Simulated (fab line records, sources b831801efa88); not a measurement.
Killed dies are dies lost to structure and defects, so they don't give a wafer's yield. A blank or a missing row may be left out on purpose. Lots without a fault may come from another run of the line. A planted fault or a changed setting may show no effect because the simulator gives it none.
fab line records | flow gf180mcu
record lots=6 wafers=18 last_day=34
route steps=602 shown SAB@277 SALICIDE@278 CONTACT@287
lots that met no fault: from a run of the same line without faults
start_h: hours from the record's first day to the start of the lot's first wafer shown | wait_h: hours since the lot's step before | " the same as in the row above | L1.1+2: a row that stands for several wafers | - no value, or no start given | * or withheld: withheld | < > ~ a bound
route shown NAME@n: a module of which the file shows steps, and the number in the route of the first | usual: mean/standard deviation of fault-free wafers | same: alike in all rows | chamber/n: place in a boat | sites: the reading at each site | _std_site: their standard deviation | _edge_site: outer sites' mean less inner sites' | radius_mm: how far each site lies from the wafer's centre | mask NAME#n: copy n | behind: the tool/chamber that last shaped the wafer | hold: why the lot was held/for how many hours/how that ended | device: the transistor (n, p or np) that didn't switch | end of line: the same wafers' tests at the end of the route | a step without rows: its recipe alone | killed: dies lost to structure and defects at the first sort, not the wafer's yield | map: a wafer's dies, x killed, . not, _ none there
set.NAME: the setting as run; set.NAME@STEP: as run at that earlier step | model.NAME: the simulator's own value behind a step, which no gauge read
lots at some steps of the route; a table a step, a row a wafer
services: from which hour (start_h, from the record's first day; less than 0 if before it) a tool's chamber was out of use, for how many hours, and why
## steps
# step GF_SAB_STRIP_13
# recipe chemistry=O2/N2 power_w=1400 pressure_mtorr=1500 platen_temp_c=250 o2_flow_sccm=3000 n2_flow_sccm=300 overash_fraction=0.5
# usual drypump_motor_current_A=5.5/0.46 heater_power_w=330/11 oes_product_au=0.710/0.0045 strip_time_to_endpoint_s=12.65/0.034
# columns lot.wafer tool chamber start_h wait_h drypump_motor_current_A heater_power_w oes_product_au rf_hours_counter_h strip_time_to_endpoint_s
L837.2 plasma_asher-01 0 354.47 0.0 5.3 318 0.710 58 12.62
L837.4 " 0 " " 5.4 325 0.707 - 12.64
L837.5 " 0 " " 5.4 323 0.710 - 12.67
L840.1 plasma_asher-02 0 386.11 0.0 6.0 337 0.704 72 12.67
L840.3 " 0 " " 6.0 348 0.707 - 12.66
L840.6 " 0 " " 6.0 348 0.708 - 12.67
L842.1 plasma_asher-01 0 401.69 0.0 5.4 328 0.714 63 12.66
L842.5 " 0 " " 5.4 334 0.713 - 12.69
L842.6 " 1 " " 5.6 325 0.714 - 12.65
L851.1 plasma_asher-02 1 479.35 0.0 4.8 316 0.707 5 12.69
L851.3 " 0 " " 6.0 329 0.708 - 12.65
L851.5 " 0 " " 6.0 320 0.705 - 12.68
L852.4 plasma_asher-02 0 486.25 0.0 6.0 324 0.714 - 12.56
L852.5 " 0 " " 5.9 333 0.709 - 12.60
L852.6 " 1 " " 4.8 326 0.702 - 12.63
L856.2 plasma_asher-01 1 524.42 0.0 5.6 319 0.699 75 12.63
L856.4 " 1 " " 5.6 321 0.704 - 12.66
L856.5 " 0 " " 5.3 343 0.711 - 12.67
# step GF_SALICIDE_CLEAN_00
# recipe chemistry=SC1/SC2 mix=1:4:20 temp_c=70 time_s=150
# step GF_SALICIDE_WET_ETCH_01
# recipe chemistry=dHF target_depth_nm=5 dry=ipa_marangoni target=SiO2 temp_c=25 dilution=100:1 time_s=100
# step GF_SALICIDE_SPUTTER_02
# recipe material=Co target_thk_nm=10 power_w=1000 time_s=19.75 chamber_pressure_pa=0.4
# usual cathode_dc_power_W=1000.0/0.18 throttle_valve_pct=30.2/1.6
# columns lot.wafer tool chamber start_h wait_h cathode_dc_power_W throttle_valve_pct
L837.2 pvd_sputter-04 - 354.70 0.0 1000.1 32.2
L837.4 " - " " 999.88 29.0
L837.5 " - " " 999.97 29.1
L840.1 pvd_sputter-04 - 386.30 0.0 1000.0 28.3
L840.3 " - " " 1000.1 32.2
L840.6 " - " " 999.91 28.2
L842.1 pvd_sputter-03 - 401.88 0.0 999.97 28.7
L842.5 " - " " 999.81 30.9
L842.6 " - " " 1000.0 28.8
L851.1 pvd_sputter-04 - 479.54 0.0 1000.0 32.2
L851.3 " - " " 999.85 29.1
L851.5 " - " " 999.81 31.6
L852.4 pvd_sputter-04 - 486.41 0.0 1000.3 32.2
L852.5 " - " " 999.76 31.4
L852.6 " - " " 1000.3 29.0
L856.2 pvd_sputter-02 - 524.60 0.0 999.76 29.7
L856.4 " - " " 1000.1 28.2
L856.5 " - " " 999.94 29.8
# step GF_SALICIDE_SPUTTER_03
# recipe material=TiN target_thk_nm=20 power_w=6500 time_s=16.7 chamber_pressure_pa=0.4
# usual cathode_dc_power_W=6500.1/1.2 throttle_valve_pct=30.2/1.6
# columns lot.wafer tool chamber start_h wait_h cathode_dc_power_W throttle_valve_pct
L837.2 pvd_sputter-04 - 354.73 0.0 6499.8 31.9
L837.4 " - " " 6500.2 28.7
L837.5 " - " " 6501.1 28.9
L840.1 pvd_sputter-04 - 386.33 0.0 6498.4 28.4
L840.3 " - " " 6500.2 32.1
L840.6 " - " " 6502.3 28.2
L842.1 pvd_sputter-03 - 401.91 0.0 6500.2 28.7
L842.5 " - " " 6501.1 30.7
L842.6 " - " " 6498.7 28.7
L851.1 pvd_sputter-04 - 479.57 0.0 6501.5 31.9
L851.3 " - " " 6500.3 28.9
L851.5 " - " " 6500.0 31.5
L852.4 pvd_sputter-04 - 486.44 0.0 6498.9 32.3
L852.5 " - " " 6500.4 31.8
L852.6 " - " " 6498.5 28.9
L856.2 pvd_sputter-02 - 524.63 0.0 6500.1 29.6
L856.4 " - " " 6499.8 27.7
L856.5 " - " " 6500.6 30.0
# step GF_SALICIDE_RS_MEAS_04
# recipe thk_meas_gauge=four-point-probe reads=TiN_of_SALICIDE_SPUTTER_03+Co_of_SALICIDE_SPUTTER_02
# usual SALICIDE_TIN_RS=16.4/0.42
# columns lot.wafer tool chamber start_h wait_h SALICIDE_TIN_RS[ohm/sq]
L837.2 film_metro-02 - 354.77 0.0 16.3
L837.4 " - " " 16.0
L837.5 " - " " 16.0
L840.1 film_metro-03 - 386.36 0.0 16.0
L840.3 " - " " 15.9
L840.6 " - " " 16.0
L842.1 film_metro-02 - 401.93 0.0 16.8
L842.5 " - " " 16.0
L842.6 " - " " 17.0
L851.1 film_metro-01 - 479.59 0.0 16.4
L851.3 " - " " 16.0
L851.5 " - " " 16.1
L852.4 film_metro-02 - 486.52 0.1 16.4
L852.5 " - " " 16.0
L852.6 " - " " 16.1
L856.2 film_metro-01 - 524.68 0.0 16.7
L856.4 " - " " 16.7
L856.5 " - " " 16.6
# step GF_SALICIDE_THK_MEAS_05
# recipe thk_meas_gauge=xrf reads=TiN_of_SALICIDE_SPUTTER_03
# usual SALICIDE_TIN_THK=20.13/0.25
# columns lot.wafer tool chamber start_h wait_h SALICIDE_TIN_THK[nm]
L837.2 film_metro-02 - 354.88 0.1 20.48
L837.4 " - " " 20.61
L837.5 " - " " 20.53
L840.1 film_metro-03 - 386.48 0.1 19.89
L840.3 " - " " 20.31
L840.6 " - " " 20.10
L842.1 film_metro-02 - 402.05 0.1 20.13
L842.5 " - " " 20.17
L842.6 " - " " 20.09
L851.1 film_metro-01 - 479.71 0.1 20.49
L851.3 " - " " 20.22
L851.5 " - " " 19.97
L852.4 film_metro-02 - 486.61 0.1 20.30
L852.5 " - " " 19.77
L852.6 " - " " 20.24
L856.2 film_metro-01 - 524.79 0.1 20.03
L856.4 " - " " 20.06
L856.5 " - " " 20.01
# step GF_SALICIDE_RTA_06
# recipe temp_c=530 time_s=30 ambient=N2
# usual lamp_power_pct=6.37/0.095 wafer_temp_C_max=532.6/0.54
# columns lot.wafer tool chamber start_h wait_h lamp_power_pct wafer_temp_C_max
L837.2 rtp_anneal-01 0 354.95 0.1 6.51 532.2
L837.4 " 0 " " 6.51 532.5
L837.5 " 0 " " 6.52 532.3
L840.1 rtp_anneal-02 0 386.54 0.1 6.30 532.7
L840.3 " 0 " " 6.30 533.0
L840.6 " 0 " " 6.30 533.1
L842.1 rtp_anneal-02 0 402.11 0.1 6.30 533.5
L842.5 " 0 " " 6.31 531.9
L842.6 " 0 " " 6.31 533.2
L851.1 rtp_anneal-02 0 479.77 0.1 6.31 532.3
L851.3 " 0 " " 6.31 532.8
L851.5 " 0 " " 6.31 533.6
L852.4 rtp_anneal-01 0 486.69 0.1 6.51 532.7
L852.5 " 0 " " 6.52 533.2
L852.6 " 0 " " 6.52 532.6
L856.2 rtp_anneal-02 0 524.86 0.1 6.31 532.2
L856.4 " 0 " " 6.31 532.6
L856.5 " 0 " " 6.31 532.5
# step GF_SALICIDE_WET_ETCH_07
# recipe chemistry=SPM target_depth_nm=120 dry=n2_spin
# step GF_SALICIDE_RTA_08
# recipe temp_c=800 time_s=30 ambient=N2
# usual lamp_power_pct=17.89/0.27 wafer_temp_C_max=803.7/0.85
# columns lot.wafer tool chamber start_h wait_h lamp_power_pct wafer_temp_C_max
L837.2 rtp_anneal-02 0 355.14 0.0 17.50 804.1
L837.4 " 0 " " 17.51 804.0
L837.5 " 0 " " 17.50 805.1
L840.1 rtp_anneal-01 0 386.73 0.0 18.09 804.0
L840.3 " 0 " " 18.08 802.5
L840.6 " 0 " " 18.10 802.9
L842.1 rtp_anneal-01 0 402.32 0.0 18.09 803.8
L842.5 " 0 " " 18.12 804.2
L842.6 " 0 " " 18.08 803.2
L851.1 rtp_anneal-01 0 479.97 0.0 18.07 803.0
L851.3 " 0 " " 18.08 803.8
L851.5 " 0 " " 18.05 803.8
L852.4 rtp_anneal-02 0 486.89 0.1 17.51 804.7
L852.5 " 0 " " 17.50 805.4
L852.6 " 0 " " 17.52 806.2
L856.2 rtp_anneal-01 0 525.05 0.0 18.10 805.8
L856.4 " 0 " " 18.06 803.9
L856.5 " 0 " " 18.08 802.7
# step GF_CONTACT_CVD_00
# recipe material=SiO2 target_thk_nm=300 sigma_open_frac=0.3 temp_c=400 time_s=50 sih4_flow_sccm=60 pressure_mtorr=6
# step GF_CONTACT_THK_MEAS_01
# recipe reads=SiO2_of_CONTACT_CVD_00
# usual CONTACT_CVD_00_THK=297/3.4
# columns lot.wafer tool chamber start_h wait_h CONTACT_CVD_00_THK[nm]
L837.2 film_metro-02 - 355.28 0.0 298
L837.4 " - " " 298
L837.5 " - " " 303
L840.1 film_metro-01 - 386.87 0.0 296
L840.3 " - " " 293
L840.6 " - " " 294
L842.1 film_metro-04 - 402.47 0.0 286
L842.5 " - " " 290
L842.6 " - " " 292
L851.1 film_metro-01 - 480.12 0.0 298
L851.3 " - " " 301
L851.5 " - " " 298
L852.4 film_metro-02 - 487.01 0.0 298
L852.5 " - " " 295
L852.6 " - " " 293
L856.2 film_metro-02 - 525.18 0.0 298
L856.4 " - " " 297
L856.5 " - " " 296
# step GF_CONTACT_CVD_02
# recipe material=SiO2 target_thk_nm=860 precursor=TEOS temp_c=400 time_s=95.992 rf_w=600
# usual heater_power_w=602/71
# columns lot.wafer tool chamber start_h wait_h heater_power_w model.SiO2_of_CONTACT_CVD_02.thk_nm
L837.2 pecvd-01 2 355.33 0.0 548 854.8
L837.4 " 2 " " 578 878
L837.5 " 1 " " 703 874.9
L840.1 pecvd-02 2 386.93 0.1 497 842.6
L840.3 " 1 " " 614 829.7
L840.6 " 1 " " 504 848.4
L842.1 pecvd-04 2 402.53 0.1 528 859.1
L842.5 " 2 " " 564 862
L842.6 " 1 " " 630 866
L851.1 pecvd-04 1 480.18 0.1 650 840
L851.3 " 0 " " 623 630.5
L851.5 " 0 " " 669 652.5
L852.4 pecvd-04 1 487.07 0.1 614 858.3
L852.5 " 2 " " 517 872.2
L852.6 " 0 " " 663 652.4
L856.2 pecvd-01 1 525.23 0.0 645 849.8
L856.4 " 2 " " 563 851.6
L856.5 " 0 " " 666 869.1
# step GF_CONTACT_THK_MEAS_03
# recipe reads=SiO2_of_CONTACT_CVD_02
# usual CONTACT_CVD_02_THK=857/12
# columns lot.wafer tool chamber start_h wait_h CONTACT_CVD_02_THK[nm]
L837.2 film_metro-04 - 355.41 0.0 856
L837.4 " - " " 877
L837.5 " - " " 875
L840.1 film_metro-04 - 387.00 0.0 843
L840.3 " - " " 830
L840.6 " - " " 848
L842.1 film_metro-04 - 402.60 0.0 859
L842.5 " - " " 862
L842.6 " - " " 866
L851.1 film_metro-04 - 480.25 0.0 839
L851.3 " - " " 630
L851.5 " - " " 652
L852.4 film_metro-04 - 487.14 0.0 858
L852.5 " - " " 873
L852.6 " - " " 652
L856.2 film_metro-04 - 525.31 0.0 850
L856.4 " - " " 851
L856.5 " - " " 869
# step GF_CONTACT_CMP_04
# recipe material=SiO2 down_force_psi=4 platen_rpm=60 pad_velocity_m_s=0.94248
# usual motor_current_A=11.6/1.8 slurry_filter_dp_kPa=13.50/0.14 time_to_endpoint_s=112/7.9
# columns lot.wafer tool chamber start_h wait_h motor_current_A slurry_filter_dp_kPa time_to_endpoint_s
L837.2 cmp-02 2 355.56 0.1 12.9 13.27 111
L837.4 " 3 " " 10.2 13.60 117
L837.5 " 1 " " 15.9 13.34 117
L840.3 cmp-01 1 387.11 0.1 10.3 13.54 98
L840.1 " 3 " " 11.2 13.55 113
L840.6 " 0 " " 10.0 13.61 117
L842.1 cmp-01 0 402.71 0.1 9.3 13.58 119
L842.5 " 3 " " 11.8 13.27 119
L842.6 " 0 " " 9.0 13.40 124
L851.1 cmp-02 0 480.39 0.1 12.2 13.37 102
L851.3 " 1 " " 15.1 13.33 27
L851.5 " 0 " " 12.2 13.29 33
L852.4 cmp-02 3 487.22 0.1 10.6 13.46 114
L852.6 " 2 " " 12.8 13.52 41
L852.5 " 3 " " 10.1 13.65 122
L856.2 cmp-01 2 525.41 0.1 12.5 13.61 109
L856.4 " 0 " " 9.7 13.50 111
L856.5 " 2 " " 12.5 13.35 117
# step GF_CONTACT_BOW_MEAS_05
# recipe mode=bow
# usual CONTACT_BOW=66/6.6
# columns lot.wafer tool chamber start_h wait_h CONTACT_BOW[um]
L837.2 film_metro-01 - 355.78 0.2 58
L837.4 " - " " 62
L837.5 " - " " 72
L840.1 film_metro-01 - 387.36 0.1 66
L840.3 " - " " 61
L840.6 " - " " 65
L842.1 film_metro-04 - 402.96 0.2 69
L842.5 " - " " 61
L842.6 " - " " 73
L851.1 film_metro-01 - 480.64 0.2 65
L851.3 " - " " 71
L851.5 " - " " 76
L852.4 film_metro-02 - 487.53 0.3 73
L852.5 " - " " 46
L852.6 " - " " 59
L856.2 film_metro-02 - 525.68 0.2 64
L856.4 " - " " 65
L856.5 " - " " 64
## services
# columns tool chamber start_h hours kind
rtp_anneal-01 - 336.14 2.6 pm
pecvd-02 - 338.84 2.8 pm
cmp-01 - 351.33 1.4 repair
pecvd-01 - 359.54 2.5 repair
pvd_sputter-04 - 361.54 0.8 repair
cmp-02 - 366.23 2.1 repair
pecvd-04 - 368.88 14.0 pm
plasma_asher-01 - 371.29 1.1 repair
cmp-02 - 374.93 1.1 repair
pecvd-04 0 374.99 21.6 repair
pecvd-02 - 377.55 0.7 repair
cmp-02 - 385.64 2.4 repair
cmp-01 - 404.00 4.0 pm
plasma_asher-02 - 421.25 9.0 pm
plasma_asher-02 - 440.26 1.0 repair
pvd_sputter-03 - 446.41 2.7 repair
cmp-02 - 458.54 6.2 pm
cmp-02 - 468.47 0.3 repair
cmp-01 - 473.33 5.8 repair
cmp-02 - 475.55 0.8 repair
pecvd-01 2 477.06 10.1 repair
cmp-01 - 479.11 12.1 pm
pecvd-04 0 501.92 4.7 repair
pecvd-02 1 514.71 9.3 repair
## key
first_sign step=GF_CONTACT_THK_MEAS_03 reading=CONTACT_CVD_02_THK direction=down sigmas=18 usual=857 struck=645
effect step=GF_CONTACT_CMP_04 reading=time_to_endpoint_s direction=down sigmas=9.9 usual=* struck=*
model_effect step=GF_CONTACT_CVD_02 value=SiO2_of_CONTACT_CVD_02.thk_nm without=863.5 struck=645.1
met_at GF_CONTACT_CVD_02
struck_wafers L851.3,L851.5,L852.6
sort_left_out L851.3,L851.5,L852.6
tester_left_out L851,L852
fault kind=process_parameter_drift tool=pecvd-04 chamber=0 onset_h=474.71 steps=GF_CONTACT_CVD_02 channel=target_thk_nm offset=-217.84 shape=step end_h=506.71 acts_in=these_recipes_only stated=860
# tester_left_out: of these lots the tester's yield and bins aren't shown, on N5 and GAA mostly nor the transistor test; their killed dies are dies lost to structure and defects alone, not to doping, threshold or leakage, so they don't give the yield
# sort_left_out: the simulated sort isn't trusted on such a fault, so these wafers' sort isn't shown, and their yield isn't known
